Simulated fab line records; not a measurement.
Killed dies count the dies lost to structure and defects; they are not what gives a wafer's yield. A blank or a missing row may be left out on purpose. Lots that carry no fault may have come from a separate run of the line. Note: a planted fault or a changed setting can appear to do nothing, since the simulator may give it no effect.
Struck lot and sound lot, side by side + flow gf180mcu + 14 out of 602 route steps
Sound: wafers L881.1, L881.5, L881.6. Struck: wafers L888.3, L888.5, L888.6. The cause comes at the end.
At each step with rows: each side's tool, then ch and its chambers, then its first start. Under that, the readings that differ: sound wafers + struck wafers + difference of the means + sigmas: that difference in standard deviations of wafers without a fault.
alike: readings with means less than 2 such deviations apart, plus words and numbers identical on both sides. not compared: withheld readings, readings lacking a value on some wafer, bounds such as >300 that could conceal the same value, and numbers that have no deviation in the record and whose values overlap.
The two part at a step that has a row with sigmas, a row that says differs or no value, or rows on one side only. When numbers do not overlap yet have no deviation, they are printed without sigmas and do not part them. A reading missing from all wafers of one side parts the sides only when that side holds two or more wafers.

GF_V5_CMP_26: polishes, stops on SiO2, t overpolish 15 s, target thk 0 nm.
  sound on cmp-02 ch 0,1, day 31 04:34; struck on cmp-01 ch 0,1,3, day 33 00:45
  alike: motorCurrentA, overpolishRunS, timeToEndpointS
GF_TOP_METAL_SPUTTER_00: material Ti, target thk 37.5 nm, time 150 s.
  struck on pvdSputter-03, day 33 00:57; sound on pvdSputter-01, day 31 04:49
  alike: throttleValvePct
GF_TOP_METAL_SPUTTER_01: material TiN, target thk 30 nm, time 25 s.
  struck on pvdSputter-03, day 33 01:03; sound on pvdSputter-01, day 31 04:55
  alike: throttleValvePct
GF_TOP_METAL_SPUTTER_02: material AlCu, target thk 900 nm, time 47.82 s.
  struck on pvdSputter-03, day 33 01:05; sound on pvdSputter-01, day 31 04:57
  alike: throttleValvePct
GF_TOP_METAL_SPUTTER_03: material Ti, target thk 5 nm, time 3.3 s.
  struck on pvdSputter-03, day 33 01:08; sound on pvdSputter-01, day 31 04:59
  alike: throttleValvePct
then, 1 step without rows for these wafers: GF_TOP_METAL_SPUTTER_04 (material TiN, target thk 25 nm, time 20.8 s).
GF_TOP_METAL_RS_MEAS_05: the measuring method here is four-point-probe.
  struck on filmMetro-04, day 33 01:13; sound on filmMetro-04, day 31 05:02
  alike: TOP_METAL_ALCU_RS
GF_TOP_METAL_THK_MEAS_06: measures by xrf.
  struck on filmMetro-04, day 33 01:19; sound on filmMetro-04, day 31 05:10
  alike: TOP_METAL_ALCU_THK
then, 4 steps without rows for these wafers: GF_TOP_METAL_DEHYDRATE_07 (time 60 s); GF_TOP_METAL_HMDS_08 (prime time 60 s); GF_TOP_METAL_COAT_09 (resist thk 1500 nm); GF_TOP_METAL_SOFTBAKE_10 (time 60 s).
GF_TOP_METAL_EXPOSE_11: exposes mask MetalTop, target cd 440 nm.
  sound on ilineStepper-01 ch 0, day 31 14:02; struck on ilineStepper-02, day 33 09:49
  no value came back on the struck wafers for exposureDoseMJCm2, focusOffsetNm (nm); on the sound wafers exposureDoseMJCm2 reads 170.7 170.7 170.6
  alike: mask
next, for these wafers, 1 step has no rows: GF_TOP_METAL_PEB_12.

== WHERE THEY PART ==
Only at GF_TOP_METAL_EXPOSE_11, as far as this record shows.

WHY: what had been put in by the simulator
Entire step skipped (ilineStepper-02, GF_TOP_METAL_EXPOSE_11), from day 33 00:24 onward. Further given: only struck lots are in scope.
